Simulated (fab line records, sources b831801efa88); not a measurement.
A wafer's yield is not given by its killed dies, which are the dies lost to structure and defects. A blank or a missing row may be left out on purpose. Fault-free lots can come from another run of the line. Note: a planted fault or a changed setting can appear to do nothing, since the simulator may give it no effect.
One fault seen from 2 desks :: flow gf180mcu :: what lay behind the numbers comes last; until then each desk has only its own

## FROM THE METROLOGY DESK
What the gauges read, lot by lot, whatever tool the lot ran on: means of the sampled wafers that have a number. If a lot's mean is further than 4 standard deviations from the usual mean, the lot is out of limits and carries the mark OUT (the distance appears in the brackets).
Columns: A = MIM_CVD_05_THK at GF_MIM_THK_MEAS_06, usual 41.8 nm; B = MIM_ALCU_THK at GF_MIM_THK_MEAS_11, usual 198.2 nm
lot: L139
first seen here: day 24 13:46
A: 41.7
B: 197.2

lot: L140
first seen here: day 25 01:58
A: 41.3
B: 199.4

lot: L141
first seen here: day 25 08:17
A: 41.6
B: 197.8

lot: L143
first seen here: day 26 05:32
A: 42.0
B: 197.9

lot: L144
first seen here: day 26 09:02
A: 41.8
B: 197.6

lot: L146
first seen here: day 27 07:37
A: 41.8
B: 199.1

lot: L147
first seen here: day 27 09:05
A: 41.5
B: 203.1

lot: L149
first seen here: day 27 19:59
A: 41.5
B: 198.2

lot: L148
first seen here: day 27 22:50
A: 41.8
B: 197.7

lot: L156
first seen here: day 29 19:46
A: 41.9
B: 199.8

lot: L157
first seen here: day 30 06:17
A: 42.0
B: 194.9

lot: L158
first seen here: day 30 14:08
A: 42.0
B: 198.6

lot: L161
first seen here: day 31 16:54
A: 41.5
B: 200.7
This desk's verdict: no lot among the 13 shows anything out of limits.

## DESK OF THE TOOL OWNER: litho-track-02
The tool's own readings at GF_V5_PEB_12 (peb time 90 s): means of the sampled wafers that have a number, for each lot that ran on this tool. If a lot's mean is further than 4 standard deviations from the usual mean, the lot is out of limits and carries the mark OUT (the distance appears in the brackets).
Columns: A = heater-power-total-W at GF_V5_PEB_12, usual 85.70 W; B = plate-temp-C at GF_V5_PEB_12, usual 134.99 C
lot: L139
first seen here: day 27 08:17
A: 85.68
B: 134.81

lot: L140
first seen here: day 27 18:01
A: 85.68
B: 135.06

lot: L144
first seen here: day 28 23:16
A: 85.72
B: 134.91

lot: L149
first seen here: day 30 07:07
A: 85.74
B: 134.98

lot: L156
first seen here: day 32 02:34
A: 86.29 (+7.0) OUT
B: 135.83 (+5.2) OUT

lot: L157
first seen here: day 32 12:40
A: 86.22 (+6.1) OUT
B: 135.52
Finding of this desk: L156, L157 out of limits; the first was L156 at day 32 02:34, on heater-power-total-W at GF_V5_PEB_12. Within limits: L139, L140, L144, L149.

## PUT TOGETHER
At day 32 02:34, on L156, L157, the tool owner's desk was in a position to raise an alarm.
From the metrology desk's view, nothing was out of limits.
The metrology desk has L156, L157 on record, within its limits.
The lots listed all ran GF_V5_PEB_12 on litho-track-02.

## WHAT HAD BEEN PUT IN BY THE SIMULATOR
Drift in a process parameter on litho-track-02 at GF_V5_PEB_12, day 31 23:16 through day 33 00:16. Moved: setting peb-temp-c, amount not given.
Struck lots among those shown: L156, L157.
Time in hours from fault onset to the first out-of-limits reading at each desk: the tool owner's desk, 3.
